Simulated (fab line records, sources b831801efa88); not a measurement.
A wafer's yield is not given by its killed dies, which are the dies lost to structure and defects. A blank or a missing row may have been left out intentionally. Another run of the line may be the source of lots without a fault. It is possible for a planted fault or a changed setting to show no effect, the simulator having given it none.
Chamber matching    flow gf180mcu    GF_V4_CMP_26 on cmp-02: 4 sister chambers
The step polishes, stops on SiO2, t overpolish 15 s, target thk 0 nm. 4 wafers are shown with their chamber, then 12 later ones without.

WAFERS PAIRED WITH THEIR CHAMBERS
wafer   chamber  motorCurrentA (A)
L087.3  0        10.9
L090.1  1        10.2
L090.3  3        13.5
L090.4  2        11.7

WAFERS WITHOUT THEIR CHAMBER
wafer   motorCurrentA (A)
L091.1  13.5
L091.3  11.0
L091.6  11.3
L092.3  10.1
L092.5  10.7
L092.6  13.0
L093.1  11.8
L093.5  13.7
L093.6  10.6
L095.1  10.8
L095.3  11.7
L095.5  13.4

WHICH CHAMBER EACH WENT THROUGH
wafer    from the rows above       in truth
L091.1   3                         3
L091.3   0                         0
L091.6   can't be placed: 2 or 0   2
L092.3   1                         1
L092.5   can't be placed: 0 or 1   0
L092.6   3                         3
L093.1   2                         2
L093.5   3                         3
L093.6   can't be placed: 0 or 1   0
L095.1   0                         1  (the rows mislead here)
L095.3   2                         2
L095.5   3                         3
Correct placement for 8 of the 12. Unplaceable from these rows: 3, with the true chamber sitting among the candidates in 3. Number placed wrongly: 1.
How it was worked out, from the rows above alone: a wafer's distance from a chamber is the root of the sum, over the readings, of the square of ((its reading less the chamber's mean) divided by the reading's scatter). The wafer belongs to the nearest chamber; if the next one is less than 2 further off, it can't be placed. A chamber's mean is the mean of its shown wafers. The scatter (one wafer shown for each chamber): square how far every hidden wafer sits from the nearest shown wafer, average those squares and take the square root.
